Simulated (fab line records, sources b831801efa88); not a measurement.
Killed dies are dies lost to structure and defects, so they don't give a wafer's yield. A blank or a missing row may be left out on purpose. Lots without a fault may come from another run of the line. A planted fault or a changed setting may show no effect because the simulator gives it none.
Split-lot experiment | flow sfq_line | 5 lots, 23 wafers read, on a route of 325 steps

THE SPLIT
At SFQ_TRILAYER_INCOMING_OXIDATION_002 (target thk 500 nm, ox time 4939 s), the setting ox_time_s was moved away from the recipe's 4939 s on 20 of the 23 wafers read, by -11.1% to +13.4%. The other wafers ran this setting at the recipe's value.

The reading is taken at the split's own step.

THE READING
SiO2_of_TRILAYER_INCOMING_OXIDATION_002.thk_nm (the simulator's own value, which no gauge read), in nm, at SFQ_TRILAYER_INCOMING_OXIDATION_002 (target thk 500 nm, ox time 4939 s). The file gives no usual value for it. The 3 wafers here that ran the recipe average 493.5 nm, standard deviation 2.7 nm.

wafer  | tool, chamber at the split | ox_time_s as run, s | against the recipe | SiO2_of_TRILAYER_INCOMING_OXIDATION_002.thk_nm, nm | against lot-mates on the recipe
L075.1 | -, -                       | 4393                | -11.1%             | 481.3                                              | no lot-mate on the recipe
L075.2 | -, -                       | 4393                | -11.1%             | 478.2                                              | no lot-mate on the recipe
L075.3 | -, -                       | 4393                | -11.1%             | 482                                                | no lot-mate on the recipe
L075.4 | -, -                       | 4393                | -11.1%             | 481.9                                              | no lot-mate on the recipe
L075.5 | -, -                       | 4393                | -11.1%             | 477.6                                              | no lot-mate on the recipe
L076.1 | -, -                       | 5601                | +13.4%             | 557.1                                              | no lot-mate on the recipe
L076.2 | -, -                       | 5601                | +13.4%             | 551.1                                              | no lot-mate on the recipe
L076.3 | -, -                       | 5601                | +13.4%             | 559.4                                              | no lot-mate on the recipe
L076.4 | -, -                       | 5601                | +13.4%             | 556.1                                              | no lot-mate on the recipe
L076.5 | -, -                       | 5601                | +13.4%             | 559.7                                              | no lot-mate on the recipe
L079.1 | -, -                       | 4445                | -10.0%             | 465.3                                              | no lot-mate on the recipe
L079.3 | -, -                       | 4445                | -10.0%             | 470                                                | no lot-mate on the recipe
L079.4 | -, -                       | 4445                | -10.0%             | 468.7                                              | no lot-mate on the recipe
L079.5 | -, -                       | 4445                | -10.0%             | 465.1                                              | no lot-mate on the recipe
L079.6 | -, -                       | 4445                | -10.0%             | 466.9                                              | no lot-mate on the recipe
L082.1 | furnace-02, 0              | 4939                | recipe             | 490.7                                              | -
L082.2 | furnace-02, 0              | 4939                | recipe             | 492.8                                              | -
L082.4 | furnace-02, 0              | 4939                | recipe             | 497.1                                              | -
L085.1 | -, -                       | 5245                | +6.2%              | 522                                                | no lot-mate on the recipe
L085.2 | -, -                       | 5245                | +6.2%              | 521.5                                              | no lot-mate on the recipe
L085.3 | -, -                       | 5245                | +6.2%              | 530.7                                              | no lot-mate on the recipe
L085.4 | -, -                       | 5245                | +6.2%              | 530.1                                              | no lot-mate on the recipe
L085.6 | -, -                       | 5245                | +6.2%              | 534                                                | no lot-mate on the recipe

THE FIT
A straight line over all 23 wafers: SiO2_of_TRILAYER_INCOMING_OXIDATION_002.thk_nm changes by +3.38 nm for each +1% of ox_time_s; r = +0.97; the points scatter about the line by 8.8 nm.
Too few moved wafers have a lot-mate on the recipe to fit a line with each lot's own level taken away.

THE FILE'S OWN FIT
SiO2_of_TRILAYER_INCOMING_OXIDATION_002.thk_nm changes by +3.38 nm for each +1% of ox_time_s, r = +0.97.
